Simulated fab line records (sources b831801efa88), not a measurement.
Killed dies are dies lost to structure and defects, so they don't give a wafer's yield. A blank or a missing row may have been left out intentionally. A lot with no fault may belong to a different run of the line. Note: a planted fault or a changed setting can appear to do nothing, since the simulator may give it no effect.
Which tool did it?	flow gf180mcu	13 lots with 39 wafers sampled at 4 steps, on a route of 602 steps

WHAT THE GAUGES SHOWED, per wafer
GF_TOP_METAL_CD_MEAS_14: target cd 440 nm.
lot	measured	on	cdNm (nm)
L278	day 28 09:44	cdSem-02	435.9 436.0 438.9
L280	day 28 15:17	cdSem-02	441.1 440.6 440.7
L279	day 28 15:29	cdSem-02	442.4 441.7 442.3
L281	day 29 10:00	cdSem-02	439.5 438.4 440.6
L283	day 29 23:56	cdSem-02	437.9 441.1 441.4
L285	day 30 07:20	cdSem-02	438.3 438.1 436.0
L288	day 31 05:41	cdSem-01	435.8 437.1 436.6
L292	day 32 04:04	cdSem-02	436.9 438.3 437.6
L293	day 32 11:35	cdSem-01	441.6 437.9 440.2
L294	day 32 17:17	cdSem-01	440.9 441.8 438.0
L296	day 33 05:49	cdSem-02	444.1 443.6 440.2
L299	day 33 16:44	cdSem-01	442.1 444.6 443.9
L301	day 34 05:56	cdSem-02	442.8 439.9 441.1

WHICH TOOL RAN EACH LOT (tool, then ch and the chambers of the sampled wafers, then the start)
lot	GF_M1_SPUTTER_02	GF_V5_ETCH_16	GF_TOP_METAL_SPUTTER_00
L278	pvdSputter-02, day 16 10:15	rieDiel-02 ch 1,3, day 27 12:26	pvdSputter-03, day 27 13:50
L280	pvdSputter-01, day 16 18:52	rieDiel-02 ch 0,2,3, day 27 18:08	pvdSputter-03, day 27 19:38
L279	pvdSputter-02, day 16 21:05	rieDiel-01 ch 0,3, day 27 18:35	pvdSputter-02, day 27 19:58
L281	pvdSputter-02, day 17 13:44	rieDiel-03 ch 0,1, day 28 12:54	pvdSputter-02, day 28 14:21
L283	pvdSputter-01, day 18 11:03	rieDiel-02 ch 0,1, day 29 03:48	pvdSputter-02, day 29 05:17
L285	pvdSputter-02, day 18 17:31	rieDiel-03 ch 0,3, day 29 11:05	pvdSputter-04, day 29 12:28
L288	pvdSputter-04, day 20 05:11	rieDiel-03 ch 1,2, day 30 10:15	pvdSputter-03, day 30 11:38
L292	pvdSputter-04, day 21 05:52	rieDiel-01 ch 0,2,3, day 31 09:12	pvdSputter-03, day 31 10:34
L293	pvdSputter-02, day 21 18:41	rieDiel-02 ch 0,2,3, day 31 17:29	pvdSputter-02, day 31 18:52
L294	pvdSputter-02, day 22 01:32	rieDiel-01 ch 0,3, day 31 23:08	pvdSputter-04, day 32 00:45
L296	pvdSputter-01, day 22 17:19	rieDiel-01 ch 0,1,3, day 32 12:05	pvdSputter-02, day 32 13:29
L299	pvdSputter-01, day 23 12:25	rieDiel-01 ch 0,1,2, day 32 23:36	pvdSputter-02, day 33 00:58
L301	pvdSputter-04, day 24 06:16	rieDiel-02 ch 0,1,3, day 33 12:41	pvdSputter-02, day 33 14:32
- GF_M1_SPUTTER_02: material AlCu, target thk 450 nm, time 23.9 s.
- GF_V5_ETCH_16: etches BARC in N2/H2.
- GF_TOP_METAL_SPUTTER_00: material Ti, target thk 37.5 nm, time 150 s.

WHAT THE TOOLS THEMSELVES READ (means of the sampled wafers that have a number; where no wafer has one, the mark that the record gives instead)
GF_M1_SPUTTER_02.
lot	tool	throttleValvePct (%)
L278	pvdSputter-02	29.9
L280	pvdSputter-01	29.5
L279	pvdSputter-02	30.0
L281	pvdSputter-02	30.7
L283	pvdSputter-01	30.1
L285	pvdSputter-02	30.0
L288	pvdSputter-04	30.7
L292	pvdSputter-04	30.7
L293	pvdSputter-02	29.0
L294	pvdSputter-02	29.7
L296	pvdSputter-01	30.0
L299	pvdSputter-01	30.2
L301	pvdSputter-04	30.5

GF_V5_ETCH_16.
lot	tool	drypumpMotorCurrentA (A)	oesProductAu (a.u.)	throttleValvePct (%)
L278	rieDiel-02	6.2	0.856	13.225
L280	rieDiel-02	5.9	0.858	13.224
L279	rieDiel-01	5.4	0.851	13.228
L281	rieDiel-03	5.6	0.853	13.220
L283	rieDiel-02	6.5	0.851	13.216
L285	rieDiel-03	6.1	0.853	13.232
L288	rieDiel-03	5.6	0.852	13.228
L292	rieDiel-01	5.4	0.853	13.211
L293	rieDiel-02	5.9	0.856	13.221
L294	rieDiel-01	5.4	0.859	13.223
L296	rieDiel-01	5.5	0.853	13.230
L299	rieDiel-01	5.5	0.859	13.219
L301	rieDiel-02	6.3	0.856	13.229

GF_TOP_METAL_SPUTTER_00.
lot	tool	throttleValvePct (%)
L278	pvdSputter-03	31.5
L280	pvdSputter-03	31.2
L279	pvdSputter-02	29.4
L281	pvdSputter-02	29.9
L283	pvdSputter-02	29.9
L285	pvdSputter-04	31.1
L288	pvdSputter-03	30.6
L292	pvdSputter-03	31.2
L293	pvdSputter-02	29.6
L294	pvdSputter-04	29.0
L296	pvdSputter-02	29.9
L299	pvdSputter-02	29.5
L301	pvdSputter-02	29.4

THE ANSWER, worked out from the rows above alone
Rule: the lots themselves supply what counts as usual. The widest of any qualifying gaps counts: lots, ordered by their means at a reading, are off when they make up no more than a third of the lots, leave a main group of 4 or more, and stand apart from it by 3 or more times the standard deviation of that group's means. A main group is skipped when, at the precision printed for the reading in the tables above, its means are all equal. Also off: a lot with no number at a reading for which 4 or more lots have one. All remaining lots with rows at the step are treated as sound. First the gauges in route order, then the tools' own readings, where a lot's mean is used as printed above. At the first step where some lot is off, the reading lying furthest off is the one used; lots without a number count as furthest.
None of the lots is off at any reading shown; this tells nothing.

WHAT THE SIMULATOR PUT IN
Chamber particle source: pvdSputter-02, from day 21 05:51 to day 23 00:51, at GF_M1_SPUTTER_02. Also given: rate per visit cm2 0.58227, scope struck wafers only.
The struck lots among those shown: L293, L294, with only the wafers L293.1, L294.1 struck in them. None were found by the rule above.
